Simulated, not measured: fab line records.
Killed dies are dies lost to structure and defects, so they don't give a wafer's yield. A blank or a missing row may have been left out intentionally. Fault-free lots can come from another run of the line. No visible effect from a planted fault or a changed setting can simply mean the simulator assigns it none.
What tool caused it? ; flow gf180mcu ; 15 lots with 45 wafers sampled at 5 steps, on a route of 602 steps

## WHAT EACH GAUGE READ, for each wafer
GF_STI_THK_MEAS_24.
lot;measured;on;STI_CVD_23_THK (nm)
L171;day 2 04:17;film_metro-02;643 638 632
L174;day 2 19:22;film_metro-03;651 652 649
L175;day 2 23:58;film_metro-02;659 652 653
L176;day 3 05:06;film_metro-02;660 655 657
L177;day 3 10:29;film_metro-04;648 648 649
L178;day 3 15:27;film_metro-02;656 660 652
L184;day 5 02:55;film_metro-03;661 661 663
L185;day 5 04:23;film_metro-03;655 655 644
L186;day 5 09:19;film_metro-02;650 654 654
L187;day 5 13:35;film_metro-04;651 652 653
L189;day 6 00:18;film_metro-03;651 642 651
L190;day 6 06:54;film_metro-02;653 649 653
L191;day 6 11:54;film_metro-02;645 642 644
L193;day 6 20:42;film_metro-03;638 637 635
L194;day 7 03:43;film_metro-02;650 651 648

GF_VT_IMPLANT_TW_MEAS_32.
lot;measured;on;VT_IMPLANT_3_TW
L171;day 6 23:20;film_metro-03;269.4 267.2 267.8
L174;day 7 16:42;film_metro-04;266.3 266.3 267.1
L175;day 7 23:45;film_metro-03;269.6 268.2 267.8
L176;day 8 08:01;film_metro-01;270.6 269.2 270.2
L177;day 8 18:41;film_metro-01;269.4 270.1 271.5
L178;day 8 18:52;film_metro-03;268.4 268.2 268.9
L184;day 10 17:08;film_metro-04;29.7 29.6 29.6
L185;day 10 18:44;film_metro-04;29.6 29.7 29.6
L186;day 11 01:18;film_metro-04;29.9 30.0 29.8
L187;day 11 10:11;film_metro-03;270.4 268.8 269.3
L189;day 11 22:20;film_metro-01;271.4 270.0 271.1
L190;day 12 04:05;film_metro-03;268.3 268.7 270.2
L191;day 12 10:39;film_metro-04;267.3 267.0 266.6
L193;day 12 23:53;film_metro-04;265.4 267.2 266.1
L194;day 13 07:51;film_metro-03;268.3 267.8 267.2

GF_HV_LDD_OVL_MEAS_08.
lot;measured;on;HV_LDD_OVL (nm)
L171;day 10 00:33;overlay-01;0.4 0.0 2.5
L174;day 10 21:51;overlay-02;0.2 1.0 -0.2
L175;day 11 06:14;overlay-02;0.7 2.1 0.1
L176;day 11 14:18;overlay-01;1.9 -0.1 2.2
L177;day 12 03:17;overlay-02;2.4 3.6 2.2
L178;day 12 04:32;overlay-02;0.0 -1.8 -0.4
L187;day 15 04:34;overlay-01;0.0 -2.1 -0.6
L189;day 15 15:08;overlay-01;-0.8 -0.6 -0.9
L190;day 16 02:41;overlay-01;0.8 -0.4 0.8
L191;day 16 08:20;overlay-02;0.4 2.2 -0.4
L193;day 16 23:30;overlay-01;2.4 2.3 1.9
L194;day 17 08:25;overlay-02;-1.1 -0.5 1.6

## EACH LOT AND THE TOOL THAT RAN IT (in order: tool; ch and the chambers of the sampled wafers; start)
lot;GF_DNWELL_STRIP_08;GF_VT_IMPLANT_IMPLANT_30
L171;plasma_asher-03 ch 0,1, day 2 19:41;implanter-04 ch 0, day 6 23:07
L174;plasma_asher-01 ch 0,1, day 3 10:46;implanter-02 ch 0, day 7 16:28
L175;plasma_asher-02 ch 1, day 3 15:55;implanter-03 ch 0, day 7 23:31
L176;plasma_asher-02 ch 0,1, day 3 21:58;implanter-02 ch 0, day 8 07:47
L177;plasma_asher-01 ch 0,1, day 4 03:37;implanter-03 ch 0, day 8 18:26
L178;plasma_asher-02 ch 1, day 4 07:23;implanter-02 ch 0, day 8 18:37
L184;plasma_asher-03 ch 0,1, day 5 20:38;implanter-03, day 10 16:53
L185;plasma_asher-02 ch 0,1, day 5 21:44;implanter-03, day 10 18:29
L186;plasma_asher-03 ch 0,1, day 6 03:14;implanter-02, day 11 01:04
L187;plasma_asher-02 ch 0,1, day 6 10:25;implanter-04 ch 0, day 11 09:56
L189;plasma_asher-02 ch 0,1, day 6 20:31;implanter-03 ch 0, day 11 22:05
L190;plasma_asher-01 ch 0,1, day 7 00:46;implanter-03 ch 0, day 12 03:50
L191;plasma_asher-01 ch 0,1, day 7 05:22;implanter-03 ch 0, day 12 10:25
L193;plasma_asher-01 ch 0,1, day 7 16:28;implanter-02 ch 0, day 12 23:40
L194;plasma_asher-02 ch 0,1, day 7 22:19;implanter-02 ch 0, day 13 07:37
- GF_DNWELL_STRIP_08: strips in O2/N2.
- GF_VT_IMPLANT_IMPLANT_30

## AS READ BY THE TOOLS THEMSELVES (means over the sampled wafers that have a number; for cases with no such wafer, the mark the record gives instead)
GF_DNWELL_STRIP_08.
lot;tool;drypump_motor_current_A (A);heater_power_w (W);oes_product_au (a.u.);strip_time_to_endpoint_s (s)
L171;plasma_asher-03;6.3;305;0.721;37.00
L174;plasma_asher-01;5.6;309;0.724;36.90
L175;plasma_asher-02;6.0;335;0.718;36.97
L176;plasma_asher-02;5.9;308;0.719;36.98
L177;plasma_asher-01;5.6;307;0.727;36.96
L178;plasma_asher-02;6.0;340;0.723;37.02
L184;plasma_asher-03;6.3;298;0.723;37.08
L185;plasma_asher-02;5.9;315;0.719;36.74
L186;plasma_asher-03;6.3;300;0.722;36.98
L187;plasma_asher-02;5.9;325;0.723;36.72
L189;plasma_asher-02;5.9;329;0.720;37.11
L190;plasma_asher-01;5.9;314;0.724;36.89
L191;plasma_asher-01;5.9;312;0.724;36.88
L193;plasma_asher-01;5.9;309;0.724;36.90
L194;plasma_asher-02;5.9;313;0.722;36.98

GF_VT_IMPLANT_IMPLANT_30.
lot;tool;beam_energy_keV;beam_on_s (s)
L171;implanter-04;24.999;9.95
L174;implanter-02;25.004;10.01
L175;implanter-03;25.004;10.00
L176;implanter-02;25.008;9.95
L177;implanter-03;25.010;10.01
L178;implanter-02;24.994;9.99
L184;implanter-03;-;-
L185;implanter-03;-;-
L186;implanter-02;-;-
L187;implanter-04;25.000;9.95
L189;implanter-03;25.000;9.98
L190;implanter-03;25.008;9.79
L191;implanter-03;24.989;9.86
L193;implanter-02;24.988;10.20
L194;implanter-02;24.999;10.14

## THE ANSWER, worked out from the rows above alone
Rule: what is usual is taken from the lots themselves. Put in order of their means at a reading, lots are off if they are a third of the lots or fewer, leave a main group of 4 or more, and stand apart from it by a gap of 3 or more times the standard deviation of the main group's means; of several such gaps the widest counts. The tables above print the reading to a certain number of digits; a main group whose means all agree to those digits is not used. A lot without any number at a reading at which 4 lots or more have one is off too. All remaining lots with rows at the step are treated as sound. After the gauges, taken in route order, come the tools' own readings; for these a lot's mean is taken, as printed above. At the first step where some lot is off, the reading lying furthest off is the one used; lots without a number count as furthest.
Off: L184, L185, L186, seen at GF_VT_IMPLANT_TW_MEAS_32 (VT_IMPLANT_3_TW). Main group: mean 268.5, sd 1.4.
If a tool, at a process step before that reading, ran all the lots that are off and no sound lot after the first of them, it fits. The gauges at GF_VT_IMPLANT_TW_MEAS_32 aren't tried: what is off there is off at GF_VT_IMPLANT_IMPLANT_30 too, on other tools, and a gauge's error can't cause that. Not one of the candidates tried fits.

## WHAT HAD BEEN PUT IN BY THE SIMULATOR
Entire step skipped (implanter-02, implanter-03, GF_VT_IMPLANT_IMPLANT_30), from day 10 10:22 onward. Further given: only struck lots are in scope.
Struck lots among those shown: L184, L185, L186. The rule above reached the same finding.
